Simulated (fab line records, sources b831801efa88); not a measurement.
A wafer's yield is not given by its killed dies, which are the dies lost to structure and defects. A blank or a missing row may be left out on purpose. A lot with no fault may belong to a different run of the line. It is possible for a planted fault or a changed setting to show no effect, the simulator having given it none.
The same fault as seen by 2 desks || flow sky130 || each desk holds nothing but its own numbers, with what lay behind them at the end

== DESK OF THE TOOL OWNER: litho-track-01 ==
Per lot that ran on this tool, the mean of the sampled wafers carrying a number, from the tool's own readings at SKY_METAL2_SOFTBAKE_11 (time 90 s). A lot is out of limits, marked OUT, if its mean lies more than 4 standard deviations from the usual mean; the brackets give that distance.
Columns: A = heater-power-total-W at SKY_METAL2_SOFTBAKE_11, usual 57.36 W; B = run-length-s at SKY_METAL2_SOFTBAKE_11, usual 119.11 s
{"lot": "L438", "first seen here": "day 36 14:00", "A": 57.40, "B": 119.45}
{"lot": "L441", "first seen here": "day 37 08:00", "A": 57.37, "B": 119.28}
{"lot": "L449", "first seen here": "day 39 20:00", "A": "59.34 (+16) OUT", "B": "110.69 (-42) OUT"}
{"lot": "L451", "first seen here": "day 40 13:00", "A": "59.35 (+17) OUT", "B": "110.79 (-42) OUT"}
Finding of this desk: L449, L451 out of limits; the first was L449 at day 39 20:00, on heater-power-total-W at SKY_METAL2_SOFTBAKE_11. L438, L441: within limits.

== AT THE METROLOGY DESK ==
What the gauges read for every lot (on any tool): the sampled wafers with a number, averaged. A lot is out of limits, marked OUT, if its mean lies more than 4 standard deviations from the usual mean; the brackets give that distance.
Columns: A = METAL2_ALCU_THK at SKY_METAL2_THK_MEAS_06, usual 248.8 nm
{"lot": "L433", "first seen here": "day 34 01:40", "A": 250.8}
{"lot": "L434", "first seen here": "day 34 18:08", "A": 246.8}
{"lot": "L436", "first seen here": "day 35 13:43", "A": 244.0}
{"lot": "L438", "first seen here": "day 36 01:40", "A": 251.9}
{"lot": "L439", "first seen here": "day 36 08:15", "A": 246.2}
{"lot": "L441", "first seen here": "day 36 20:10", "A": 251.0}
{"lot": "L443", "first seen here": "day 37 17:29", "A": 246.1}
{"lot": "L447", "first seen here": "day 38 20:17", "A": 247.0}
{"lot": "L449", "first seen here": "day 39 08:20", "A": 251.4}
{"lot": "L451", "first seen here": "day 40 01:26", "A": 246.3}
{"lot": "L453", "first seen here": "day 40 06:06", "A": 248.4}
{"lot": "L455", "first seen here": "day 41 04:59", "A": 244.6}
This desk's verdict: no lot among the 12 shows anything out of limits.

== PUT TOGETHER ==
The tool owner's desk had the chance to raise an alarm at day 39 20:00 on L449, L451.
Nothing out of limits was seen by the metrology desk.
The metrology desk holds a record of L449, L451, inside its limits.
The lots listed all ran SKY_METAL2_SOFTBAKE_11 on litho-track-01.

== WHAT THE SIMULATOR HAD INSERTED ==
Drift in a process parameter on litho-track-01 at SKY_METAL2_SOFTBAKE_11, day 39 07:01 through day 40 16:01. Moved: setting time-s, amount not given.
Struck lots among those shown: L449, L451.
Hours from the fault's start to each desk's first reading out of limits: the tool owner's desk, 13.
